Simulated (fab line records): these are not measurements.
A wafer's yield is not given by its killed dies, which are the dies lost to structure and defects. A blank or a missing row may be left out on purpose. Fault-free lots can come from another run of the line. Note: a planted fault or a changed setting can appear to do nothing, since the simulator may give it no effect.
Code-filled problem report in 8D (eight disciplines) form -- flow sky130 -- the parts of the form that need people (team, actions taken, sign-off) are left out

## 1. THE PROBLEM
Wafers without a fault read 0.855 a.u., standard deviation 0.005; oes_product_au at SKY_VIA1_ETCH_14 reads a mean of 0.920 a.u. on 9 wafers belonging to 3 lots. That puts it +13 standard deviations away from the usual mean.
The step: etches BARC in N2/H2, stops on SiO2, time 45.9 s, target depth 60 nm.
First seen on wafer L172.2, day 39 08:41, on rie_diel-03. The record has a number at this step for 21 wafers belonging to 7 lots. Rule for "out" (also "out of limits"): further than 4 standard deviations from the usual mean. All remaining wafers that have a number are taken as sound.

## 2. WHAT IT IS; WHAT IT IS NOT
question,is,is not
which readings at this step,"oes_product_au, run_length_s","drypump_motor_current_A, throttle_valve_pct"
which lots,"L172, L174, L175","L155, L163, L164, L166"
which wafers of those lots,all that have a number,-
read on which tools,rie_diel-03,rie_diel-01
when,from day 39 08:41,up to then (12 sound wafers)

## 3. SUSPECTS, AND WHAT RULES EACH OUT
Counting: any tool at a process step up to the reading is kept as a suspect provided that every lot that is out went through it and no sound lot did after the first of them.
- rie_diel-03 at SKY_VIA1_ETCH_14 (etches BARC in N2/H2, stops on SiO2, time 45.9 s, target depth 60 nm): kept. Every lot that is out went through it, starting with L172 (day 39 08:41), and after that it ran no sound lot; the last sound lot it ran before then is L164 (day 37 03:59). Out on those wafers are its own readings of oes_product_au, run_length_s.
After counting, what remains is rie_diel-03 at SKY_VIA1_ETCH_14.

## 4. THE CAUSE (what the simulator had put in)
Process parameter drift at SKY_VIA1_ETCH_14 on rie_diel-03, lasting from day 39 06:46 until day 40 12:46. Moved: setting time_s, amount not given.
This tool alone remained once counting was done.

## 5. SEQUENCE OF EFFECTS, ordered by route
Each row: a reading whose mean over the struck wafers that have a number lies more than 3 standard deviations from the usual. Only readings for which the record gives a usual standard deviation are gone through. hours: the time from each lot's start at the first step in this table that gives one to its start at this step, as a median over the lots. sigmas: the change in usual standard deviations.
hours,step,reading,usual,on struck wafers,change,sigmas
0,SKY_VIA1_ETCH_14,oes_product_au,0.855 a.u.,0.920,+0.065,+13
0,SKY_VIA1_ETCH_14,run_length_s,74.2 s,71.2,-3.0,-7.5
The process steps in it:
- SKY_VIA1_ETCH_14: etches BARC in N2/H2, stops on SiO2, time 45.9 s, target depth 60 nm.
Readings that are blank on the struck wafers while sound wafers have them: rf_fwd_power_W at SKY_VIA1_ETCH_14.

## 6. HOW IT WOULD HAVE BEEN CAUGHT EARLIER
In this record no reading fell out of limits until day 39 08:41, 2 hours after the fault had begun at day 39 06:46.
